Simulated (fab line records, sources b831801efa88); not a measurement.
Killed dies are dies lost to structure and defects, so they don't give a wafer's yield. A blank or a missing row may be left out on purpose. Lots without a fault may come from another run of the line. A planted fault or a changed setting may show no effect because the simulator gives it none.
Which tool did it? | flow gf180mcu | 12 lots, 35 wafers sampled, at 6 steps of a route of 602

WHAT THE GAUGES READ, wafer by wafer
GF_V3_BOW_MEAS_05.
lot  | measured     | on            | V3_BOW (um)
L170 | day 21 08:41 | film_metro-03 | 124 123 106
L172 | day 22 01:50 | film_metro-02 | 122 106 111
L173 | day 22 15:20 | film_metro-02 | 112 120 113
L175 | day 23 08:29 | film_metro-02 | 121 135 121
L176 | day 23 13:44 | film_metro-04 | 123 106 127
L177 | day 24 00:09 | film_metro-03 | 125 104 125
L178 | day 24 08:52 | film_metro-03 | 136 128 133
L179 | day 24 22:58 | film_metro-02 | 119 119 119
L181 | day 25 13:00 | film_metro-02 | 114 114 115
L188 | day 27 13:23 | film_metro-04 | 120 128
L191 | day 28 09:22 | film_metro-02 | 120 122 116
L193 | day 29 01:41 | film_metro-02 | 115 117 132

GF_V4_THK_MEAS_03.
lot  | measured     | on            | V4_CVD_02_THK (nm)
L170 | day 23 10:16 | film_metro-03 | 842 855 858
L172 | day 24 02:20 | film_metro-03 | 844 848 856
L173 | day 24 15:00 | film_metro-04 | 833 854 857
L175 | day 25 07:43 | film_metro-04 | 848 853 872
L176 | day 25 12:50 | film_metro-04 | 849 871 876
L177 | day 25 23:25 | film_metro-03 | 861 863 857
L178 | day 26 07:28 | film_metro-01 | 839 841 849
L179 | day 26 20:59 | film_metro-04 | 856 856 871
L181 | day 27 09:14 | film_metro-03 | 844 855 837
L188 | day 29 07:39 | film_metro-01 | 861 717
L191 | day 30 06:37 | film_metro-01 | 819 836 839
L193 | day 30 18:16 | film_metro-03 | 835 836 851

GF_V4_BOW_MEAS_05.
lot  | measured     | on            | V4_BOW (um)
L170 | day 23 10:38 | film_metro-01 | 144 142 128
L172 | day 24 02:42 | film_metro-03 | 147 131 135
L173 | day 24 15:23 | film_metro-03 | 137 142 138
L175 | day 25 08:04 | film_metro-01 | 144 158 145
L176 | day 25 13:11 | film_metro-03 | 143 126 147
L177 | day 25 23:48 | film_metro-01 | 143 121 142
L178 | day 26 07:50 | film_metro-03 | 154 147 151
L179 | day 26 21:30 | film_metro-03 | 141 142 142
L181 | day 27 09:35 | film_metro-01 | 131 131 132
L188 | day 29 08:01 | film_metro-01 | 142 146
L191 | day 30 06:58 | film_metro-01 | 137 140 133
L193 | day 30 18:38 | film_metro-03 | 135 135 153

WHICH TOOL RAN EACH LOT (tool, then ch and the chambers of the sampled wafers, then the start)
lot  | GF_V2_CVD_23                  | GF_V4_CVD_02                    | GF_V4_CMP_04
L170 | cvd_w-01 ch 0,1, day 20 07:01 | pecvd-04 ch 0,2, day 23 10:11   | cmp-01 ch 1,2,3, day 23 10:19
L172 | cvd_w-02 ch 0,1, day 21 00:00 | pecvd-04 ch 0,1,2, day 24 02:15 | cmp-01 ch 0,1,3, day 24 02:26
L173 | cvd_w-02 ch 0,1, day 21 13:11 | pecvd-04 ch 0,1, day 24 14:55   | cmp-01 ch 1,3, day 24 15:02
L175 | cvd_w-01 ch 0,1, day 22 06:41 | pecvd-03 ch 0,1, day 25 07:38   | cmp-02 ch 0,3, day 25 07:49
L176 | cvd_w-02 ch 1, day 22 12:35   | pecvd-01 ch 0,1,2, day 25 12:46 | cmp-01 ch 0,1, day 25 12:53
L177 | cvd_w-02 ch 0,1, day 22 23:10 | pecvd-01 ch 0,1,2, day 25 23:20 | cmp-02 ch 0,2,3, day 25 23:35
L178 | cvd_w-01 ch 0,1, day 23 08:15 | pecvd-04 ch 0,1,2, day 26 07:22 | cmp-02 ch 0,2,3, day 26 07:34
L179 | cvd_w-02 ch 1, day 23 22:09   | pecvd-03 ch 1,2, day 26 20:55   | cmp-02 ch 2,3, day 26 21:15
L181 | cvd_w-02 ch 0,1, day 24 12:49 | pecvd-03 ch 0,1,2, day 27 09:10 | cmp-01 ch 1,2,3, day 27 09:17
L188 | cvd_w-02 ch 0,1, day 26 15:17 | pecvd-01 ch 1,2, day 29 07:35   | cmp-02 ch 0,1, day 29 07:43
L191 | cvd_w-01 ch 0,1, day 27 11:17 | pecvd-04 ch 0,1,2, day 30 06:32 | cmp-01 ch 0,2,3, day 30 06:43
L193 | cvd_w-01 ch 0,1, day 28 04:14 | pecvd-04 ch 0,1, day 30 18:11   | cmp-02 ch 1,2,3, day 30 18:19
- GF_V2_CVD_23: deposits W, target thk 350 nm, time 104.94 s.
- GF_V4_CVD_02: deposits SiO2 from TEOS, target thk 850 nm, time 94.851 s.
- GF_V4_CMP_04: polishes SiO2.

WHAT THE TOOLS THEMSELVES READ (means of the sampled wafers that have a number; where no wafer has one, the mark that the record gives instead)
GF_V2_CVD_23.
lot  | tool     | heater_power_w (W)
L170 | cvd_w-01 | 934
L172 | cvd_w-02 | 816
L173 | cvd_w-02 | 811
L175 | cvd_w-01 | 951
L176 | cvd_w-02 | 842
L177 | cvd_w-02 | 838
L178 | cvd_w-01 | 941
L179 | cvd_w-02 | 841
L181 | cvd_w-02 | 818
L188 | cvd_w-02 | 840
L191 | cvd_w-01 | 948
L193 | cvd_w-01 | 933

GF_V4_CVD_02.
lot  | tool     | heater_power_w (W)
L170 | pecvd-04 | 620
L172 | pecvd-04 | 644
L173 | pecvd-04 | 731
L175 | pecvd-03 | 496
L176 | pecvd-01 | 579
L177 | pecvd-01 | 594
L178 | pecvd-04 | 713
L179 | pecvd-03 | 601
L181 | pecvd-03 | 560
L188 | pecvd-01 | 614
L191 | pecvd-04 | 639
L193 | pecvd-04 | 693

GF_V4_CMP_04.
lot  | tool   | edge_zone_pressure_frac | motor_current_A (A) | platen_rpm (rpm) | slurry_flow_ml_min | time_to_endpoint_s (s)
L170 | cmp-01 | 1.005                   | 11.2                | 59.98            | 150.4              | 83
L172 | cmp-01 | 0.997                   | 11.9                | 59.99            | 149.9              | 82
L173 | cmp-01 | 1.003                   | 10.7                | 59.99            | 150.4              | 81
L175 | cmp-02 | 0.999                   | 11.0                | 60.02            | 149.9              | 83
L176 | cmp-01 | 0.998                   | 12.6                | 60.02            | 149.9              | 84
L177 | cmp-02 | 1.002                   | 11.8                | 59.99            | 149.8              | 82
L178 | cmp-02 | 0.997                   | 11.7                | 59.99            | 149.8              | 74
L179 | cmp-02 | 0.997                   | 11.8                | 60.02            | 149.7              | 82
L181 | cmp-01 | 1.006                   | 10.8                | 60.01            | 150.1              | 82
L188 | cmp-02 | 1.003                   | 11.9                | 60.05            | 150.5              | 58
L191 | cmp-01 | 0.999                   | 12.1                | 59.97            | 150.1              | 76
L193 | cmp-02 | 0.997                   | 11.1                | 60.01            | 150.2              | 79

THE ANSWER, worked out from the rows above alone
Rule: what is usual is taken from the lots themselves. Put in order of their means at a reading, lots are off if they are a third of the lots or fewer, leave a main group of 4 or more, and stand apart from it by a gap of 3 or more times the standard deviation of the main group's means; of several such gaps the widest counts. A main group whose means are all the same, to the digits that the tables above print for the reading, isn't used. A lot without any number at a reading at which 4 lots or more have one is off too. The other lots that the step has rows for count as sound. The gauges are gone through in route order, then the tools' own readings, and for those a lot's mean is taken as printed above. The first step at which some lot is off is used, and at that step the reading that is off furthest; a lot without a number counts as furthest.
Off: L188, at GF_V4_THK_MEAS_03 (V4_CVD_02_THK). The main group: mean 850 nm, standard deviation 9.7.
A tool fits if, at a process step before that reading, it ran every lot that is off, and no sound lot after the first of them. The gauges at GF_V4_THK_MEAS_03 aren't tried: what is off there is off at GF_V4_CMP_04 too, on other tools, and a gauge's error can't cause that. Can't be told from this: 2 tools fit, cvd_w-02 at GF_V2_CVD_23, pecvd-01 at GF_V4_CVD_02.

WHAT THE SIMULATOR HAD PUT IN
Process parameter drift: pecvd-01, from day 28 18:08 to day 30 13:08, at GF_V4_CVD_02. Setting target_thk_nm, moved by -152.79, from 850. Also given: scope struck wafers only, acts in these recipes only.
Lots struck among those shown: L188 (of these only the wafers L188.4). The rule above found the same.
